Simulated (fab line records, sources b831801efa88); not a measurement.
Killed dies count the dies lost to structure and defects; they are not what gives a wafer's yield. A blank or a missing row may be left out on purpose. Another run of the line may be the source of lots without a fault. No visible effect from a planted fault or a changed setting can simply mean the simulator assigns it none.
Which tool is to blame? / flow gf180mcu / 7 lots, 21 wafers sampled, at 2 steps of a route of 602

WHAT EACH GAUGE READ, for each wafer
GF_HV_LDD_THK_MEAS_55.
lot=L940; measured=day 12 21:14; on=film metro-04; HV_LDD_CVD_54_THK (nm)=9.84 9.87 9.73
lot=L942; measured=day 13 16:33; on=film metro-03; HV_LDD_CVD_54_THK (nm)=9.89 9.95 9.90
lot=L944; measured=day 14 10:31; on=film metro-04; HV_LDD_CVD_54_THK (nm)=10.38 10.31 10.39
lot=L949; measured=day 16 05:29; on=film metro-04; HV_LDD_CVD_54_THK (nm)=10.28 10.29 10.10
lot=L951; measured=day 17 00:58; on=film metro-03; HV_LDD_CVD_54_THK (nm)=9.79 9.91 9.92
lot=L953; measured=day 17 10:50; on=film metro-01; HV_LDD_CVD_54_THK (nm)=16.98 17.09 16.85
lot=L961; measured=day 20 03:35; on=film metro-04; HV_LDD_CVD_54_THK (nm)=9.98 9.99 9.97

EACH LOT AND THE TOOL THAT RAN IT (in order: tool; ch and the chambers of the sampled wafers; start)
lot=L940; GF_HV_LDD_CVD_54=lpcvd-01 ch 0, day 12 20:13
lot=L942; GF_HV_LDD_CVD_54=lpcvd-01 ch 1, day 13 15:30
lot=L944; GF_HV_LDD_CVD_54=lpcvd-02 ch 1, day 14 09:30
lot=L949; GF_HV_LDD_CVD_54=lpcvd-02 ch 1, day 16 04:28
lot=L951; GF_HV_LDD_CVD_54=lpcvd-01 ch 1, day 16 23:57
lot=L953; GF_HV_LDD_CVD_54=lpcvd-02 ch 1, day 17 09:48
lot=L961; GF_HV_LDD_CVD_54=lpcvd-01 ch 0, day 20 02:34
- GF_HV_LDD_CVD_54: deposits SiO2 from TEOS, target thk 10 nm, time 75 s.

THE ANSWER, worked out from the rows above alone
Rule: usual is defined by the lots themselves. The widest of any qualifying gaps counts: lots, ordered by their means at a reading, are off when they make up no more than a third of the lots, leave a main group of 4 or more, and stand apart from it by 3 or more times the standard deviation of that group's means. The tables above print the reading to a certain number of digits; a main group whose means all agree to those digits is not used. Also off: a lot with no number at a reading for which 4 or more lots have one. The other lots that the step has rows for count as sound.
Off: L953, seen at GF_HV_LDD_THK_MEAS_55 (HV_LDD_CVD_54_THK). Mean 10.03 nm and standard deviation 0.2 in the main group.
If a tool, at a process step before that reading, ran all the lots that are off and no sound lot after the first of them, it fits. Gauges at GF_HV_LDD_THK_MEAS_55: tried the same way as those tools. 2 tools fit, lpcvd-02 at GF_HV_LDD_CVD_54 and film metro-01 at GF_HV_LDD_THK_MEAS_55, so this cannot tell which one it is.

WHAT HAD BEEN PUT IN BY THE SIMULATOR
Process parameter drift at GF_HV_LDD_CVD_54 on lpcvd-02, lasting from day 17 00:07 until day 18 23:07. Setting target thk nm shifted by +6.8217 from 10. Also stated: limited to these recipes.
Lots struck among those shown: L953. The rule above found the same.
